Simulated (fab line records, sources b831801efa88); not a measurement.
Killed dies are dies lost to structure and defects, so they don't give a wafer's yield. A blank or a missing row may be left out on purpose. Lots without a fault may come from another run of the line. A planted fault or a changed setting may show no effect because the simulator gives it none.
Which tool did it? | flow sky130 | 24 lots, 72 wafers sampled, at 4 steps of a route of 708

WHAT THE GAUGES READ, wafer by wafer
SKY_POLY_CUT_OVL_MEAS_09. Usual: POLY_CUT_OVL -2 nm, standard deviation 6.
lot  | measured     | on         | POLY_CUT_OVL (nm) | flag
L074 | day 24 11:19 | overlay-01 | 2 7 14            |
L075 | day 25 01:29 | overlay-02 | -3 -7 1           |
L076 | day 25 08:19 | overlay-02 | -8 -9 -14         |
L077 | day 26 03:40 | overlay-01 | -5 3 -6           |
L078 | day 26 04:19 | overlay-01 | -7 -11 -5         |
L079 | day 26 17:56 | overlay-01 | 2 0 4             |
L080 | day 27 04:49 | overlay-02 | 10 5 -3           |
L081 | day 27 14:07 | overlay-02 | -7 -9 -11         |
L082 | day 28 09:34 | overlay-01 | -12 -13 -8        |
L083 | day 28 16:40 | overlay-01 | 5 -3 2            |
L084 | day 28 22:10 | overlay-01 | -5 -8 -4          |
L086 | day 29 00:46 | overlay-02 | 2 8 -1            |
L085 | day 29 03:52 | overlay-02 | -5 1 -1           |
L087 | day 29 13:46 | overlay-02 | -4 2 -2           |
L088 | day 29 17:58 | overlay-02 | -3 -2 -6          |
L089 | day 30 03:10 | overlay-01 | -3 6 -1           |
L090 | day 30 05:16 | overlay-02 | -11 -13 -7        |
L091 | day 30 16:37 | overlay-02 | 8 -3 -6           |
L092 | day 30 22:14 | overlay-02 | -1 -4 -3          |
L093 | day 31 04:53 | overlay-01 | 8 2 6             |
L095 | day 32 01:22 | overlay-02 | -2 -12 2          |
L094 | day 32 04:52 | overlay-02 | -3 -14 -8         |
L096 | day 32 05:07 | overlay-02 | 1 -1 12           |
L097 | day 32 09:49 | overlay-01 | -1 -3 -3          |

SKY_SD_P_OVL_MEAS_08. Usual: SD_P_OVL 0.1 nm, standard deviation 1.5.
lot  | measured     | on         | SD_P_OVL (nm)  | flag
L074 | day 25 18:03 | overlay-02 | 0.2 0.5 1.5    |
L075 | day 26 08:17 | overlay-02 | 3.2 0.9 0.6    |
L076 | day 26 14:17 | overlay-02 | -0.8 -0.6 -0.9 |
L077 | day 27 09:16 | overlay-02 | -1.9 -0.7 -2.3 |
L078 | day 27 09:34 | overlay-01 | -1.7 -1.9 -1.5 |
L079 | day 27 23:05 | overlay-02 | -1.9 -0.8 -1.1 |
L080 | day 28 09:52 | overlay-02 | -1.1 -0.4 -0.4 |
L081 | day 28 18:49 | overlay-02 | 0.8 0.1 0.2    |
L082 | day 29 14:25 | overlay-02 | 1.4 0.9 1.0    |
L083 | day 29 21:20 | overlay-01 | 2.7 -0.4 -0.9  |
L084 | day 30 01:56 | overlay-02 | -0.9 1.0 -0.9  |
L086 | day 30 05:11 | overlay-01 | -0.9 0.2 -0.2  |
L085 | day 30 08:39 | overlay-02 | -0.5 2.4 0.5   |
L087 | day 30 18:37 | overlay-02 | -2.0 -1.7 -1.5 |
L088 | day 30 21:53 | overlay-01 | -0.3 0.6 -1.6  |
L089 | day 31 08:19 | overlay-02 | 4.1 2.9 0.1    |
L090 | day 31 09:16 | overlay-01 | 0.9 0.8 1.8    |
L091 | day 31 20:31 | overlay-02 | 0.0 -0.2 0.7   |
L092 | day 32 02:01 | overlay-02 | 0.2 -0.9 -0.2  |
L093 | day 32 08:31 | overlay-02 | 0.5 0.6 2.0    |
L095 | day 33 04:29 | overlay-01 | 0.4 -0.4 -0.3  |
L094 | day 33 07:56 | overlay-02 | -1.0 -0.2 -0.5 |
L096 | day 33 08:31 | overlay-01 | -2.1 -2.1 -1.7 |
L097 | day 33 13:01 | overlay-02 | 2.6 3.2 1.8    |

SKY_LI_CONTACT_RS_MEAS_22: measures by four-point-probe. Usual: LI_CONTACT_W_RS 0.286 ohm/sq, standard deviation 0.0032.
lot  | measured     | on            | LI_CONTACT_W_RS (ohm/sq) | flag
L074 | day 29 12:28 | film_metro-04 | 0.282 0.289 0.283        |
L075 | day 30 00:17 | film_metro-03 | 0.282 0.282 0.279        |
L076 | day 30 07:16 | film_metro-03 | 0.287 0.284 0.288        |
L077 | day 31 01:12 | film_metro-04 | 0.286 0.285 0.287        |
L078 | day 31 01:33 | film_metro-02 | 0.279 0.284 0.283        |
L079 | day 31 13:17 | film_metro-03 | 0.283 0.284 0.284        |
L080 | day 32 02:22 | film_metro-02 | 0.288 0.288 0.286        |
L081 | day 32 08:25 | film_metro-03 | 0.286 0.287 0.289        |
L082 | day 33 05:55 | film_metro-03 | 0.287 0.283 0.286        |
L083 | day 33 10:47 | film_metro-02 | 0.291 0.287 0.292        |
L084 | day 33 14:54 | film_metro-02 | 0.286 0.284 0.288        |
L086 | day 33 19:05 | film_metro-03 | 0.286 0.285 0.282        |
L085 | day 33 20:52 | film_metro-03 | 0.283 0.281 0.281        |
L087 | day 34 07:34 | film_metro-02 | 0.290 0.283 0.288        |
L088 | day 34 10:21 | film_metro-04 | 0.287 0.286 0.290        |
L089 | day 34 20:56 | film_metro-04 | 0.284 0.283 0.284        |
L090 | day 34 22:44 | film_metro-04 | 0.288 0.288 0.286        |
L091 | day 35 07:40 | film_metro-04 | 0.292 0.299 0.293        |
L092 | day 35 13:22 | film_metro-03 | 0.286 0.282 0.282        |
L093 | day 35 19:32 | film_metro-04 | 0.283 0.283 0.288        |
L095 | day 36 15:07 | film_metro-03 | 0.281 0.286 0.282        |
L094 | day 36 19:02 | film_metro-02 | 0.286 0.280 0.282        |
L096 | day 36 23:38 | film_metro-03 | 0.290 0.281 0.287        |
L097 | day 36 23:49 | film_metro-02 | 0.286 0.286 0.285        |

SKY_CONTACT_THK_MEAS_26: measures by xrf. Usual: CONTACT_W_THK 331 nm, standard deviation 5.5.
lot  | measured     | on            | CONTACT_W_THK (nm) | flag
L074 | day 32 00:49 | film_metro-01 | 333 331 332        |
L075 | day 32 10:36 | film_metro-01 | 324 325 326        |
L076 | day 32 18:19 | film_metro-01 | 330 322 329        |
L077 | day 33 11:31 | film_metro-01 | 326 330 330        |
L078 | day 33 12:02 | film_metro-02 | 337 335 334        |
L079 | day 33 23:16 | film_metro-02 | 339 332 340        |
L080 | day 34 12:30 | film_metro-02 | 332 332 335        |
L081 | day 34 17:55 | film_metro-02 | 335 337 336        |
L082 | day 35 15:00 | film_metro-01 | 328 336 334        |
L083 | day 35 19:28 | film_metro-01 | 328 332 326        |
L084 | day 35 22:40 | film_metro-02 | 332 335 331        |
L086 | day 36 03:36 | film_metro-04 | 323 327 321        |
L085 | day 36 04:56 | film_metro-02 | 326 319 323        |
L087 | day 36 16:16 | film_metro-02 | 323 319 322        |
L088 | day 36 18:48 | film_metro-02 | 333 333 324        |
L089 | day 37 05:02 | film_metro-01 | 332 327 332        |
L090 | day 37 06:11 | film_metro-01 | 321 325 335        |
L091 | day 37 15:25 | film_metro-01 | 333 329 324        |
L092 | day 37 20:37 | film_metro-01 | 324 335 338        |
L093 | day 38 03:06 | film_metro-01 | 329 330 332        |
L095 | day 38 22:22 | film_metro-04 | 342 344 333        |
L094 | day 39 03:02 | film_metro-04 | 343 336 342        |
L096 | day 39 06:56 | film_metro-01 | 329 325 323        |
L097 | day 39 07:06 | film_metro-01 | 329 339 329        |

WHICH TOOL RAN EACH LOT (tool, then ch and the chambers of the sampled wafers, then the start)
The record holds no process step before these readings.

WHAT THE TOOLS THEMSELVES READ (means of the sampled wafers that have a number; where no wafer has one, the mark that the record gives instead)
The record holds no such reading with a usual standard deviation.

THE ANSWER, worked out from the rows above alone
Rule: a lot is off if the mean of its wafers that have a number lies more than 3 standard deviations from the usual mean. A lot without any number at a reading at which 4 lots or more have one is off too. The other lots that the step has rows for count as sound. The gauges are gone through in route order, then the tools' own readings, and for those a lot's mean is taken as printed above. The first step at which some lot is off is used, and at that step the reading that is off furthest; a lot without a number counts as furthest.
No lot is off at any reading shown: from this, nothing can be told.

WHAT THE SIMULATOR HAD PUT IN
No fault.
